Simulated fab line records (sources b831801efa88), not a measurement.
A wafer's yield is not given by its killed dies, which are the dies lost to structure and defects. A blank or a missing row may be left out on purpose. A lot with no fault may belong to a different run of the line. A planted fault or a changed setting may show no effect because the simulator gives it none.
What tool caused it? + flow gf180mcu + Sampling: 11 lots, 33 wafers, 3 of 602 route steps

== WHAT THE GAUGES READ, wafer by wafer ==
GF_V3_THK_MEAS_03.
| lot  | measured     | on            | V3_CVD_02_THK (nm)          |
|------|--------------|---------------|-----------------------------|
| L695 | day 21 07:12 | film metro-04 | 864 867 868                 |
| L698 | day 22 21:45 | film metro-04 | 856 840 858                 |
| L701 | day 24 19:49 | film metro-03 | 847 866 1146 847 866 1146   |
| L704 | day 25 12:08 | film metro-02 | 1114 850 1137 1113 849 1136 |
| L707 | day 26 02:47 | film metro-03 | 859 864 859                 |
| L708 | day 26 08:24 | film metro-03 | 832 842 859                 |
| L710 | day 27 03:58 | film metro-02 | 836 848 855                 |
| L711 | day 27 04:58 | film metro-03 | 851 851 841                 |
| L713 | day 27 19:51 | film metro-03 | 869 872 876                 |
| L714 | day 28 03:34 | film metro-04 | 855 859 865                 |
| L716 | day 28 12:44 | film metro-02 | 839 847 864                 |

== WHICH TOOL RAN EACH LOT (tool, then ch and the chambers of the sampled wafers, then the start) ==
| lot  | GF_M3_SPUTTER_04             | GF_V3_CVD_02                    |
|------|------------------------------|---------------------------------|
| L695 | pvd sputter-03, day 20 06:11 | pecvd-01 ch 0,1,2, day 21 07:08 |
| L698 | pvd sputter-03, day 21 21:16 | pecvd-02 ch 0,1, day 22 21:39   |
| L701 | pvd sputter-02, day 23 20:14 | pecvd-02 ch 0,1,2, day 24 19:45 |
| L704 | pvd sputter-03, day 24 13:58 | pecvd-02 ch 0,2, day 25 12:03   |
| L707 | pvd sputter-01, day 25 04:18 | pecvd-01 ch 0,1,2, day 26 02:43 |
| L708 | pvd sputter-03, day 25 10:34 | pecvd-04 ch 1,2, day 26 08:20   |
| L710 | pvd sputter-03, day 26 06:40 | pecvd-04 ch 1,2, day 27 03:53   |
| L711 | pvd sputter-02, day 26 07:35 | pecvd-04 ch 1,2, day 27 04:53   |
| L713 | pvd sputter-01, day 26 22:16 | pecvd-04 ch 0,1,2, day 27 19:47 |
| L714 | pvd sputter-03, day 27 07:52 | pecvd-04 ch 1,2, day 28 03:29   |
| L716 | pvd sputter-03, day 27 16:35 | pecvd-01 ch 0,1,2, day 28 12:39 |
- GF_M3_SPUTTER_04: material TiN, target thk 50 nm, time 41.7 s.
- GF_V3_CVD_02: deposits SiO2 from TEOS, target thk 850 nm, time 94.851 s.

== THE ANSWER, worked out from the rows above alone ==
Rule: the usual values come from the lots themselves. Put in order of their means at a reading, lots are off if they are a third of the lots or fewer, leave a main group of 4 or more, and stand apart from it by a gap of 3 or more times the standard deviation of the main group's means; of several such gaps the widest counts. A main group is skipped when, at the precision printed for the reading in the tables above, its means are all equal. Also off: a lot with no number at a reading for which 4 or more lots have one. The other lots that the step has rows for count as sound.
Off: L701, L704, at GF_V3_THK_MEAS_03 (V3_CVD_02_THK). Main group: mean 855 nm, sd 9.2.
If a tool, at a process step before that reading, ran all the lots that are off and no sound lot after the first of them, it fits. Those tools and the gauges at GF_V3_THK_MEAS_03 are tried in the same way. One fits: GF_V3_CVD_02 on pecvd-02. A fault onset in the window from L698 (day 22 21:39, its last sound lot) to L701 (day 24 19:45, its first lot off) fits.

== WHAT THE SIMULATOR PUT IN ==
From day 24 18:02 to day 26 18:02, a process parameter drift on pecvd-02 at GF_V3_CVD_02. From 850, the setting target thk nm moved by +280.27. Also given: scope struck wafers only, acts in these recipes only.
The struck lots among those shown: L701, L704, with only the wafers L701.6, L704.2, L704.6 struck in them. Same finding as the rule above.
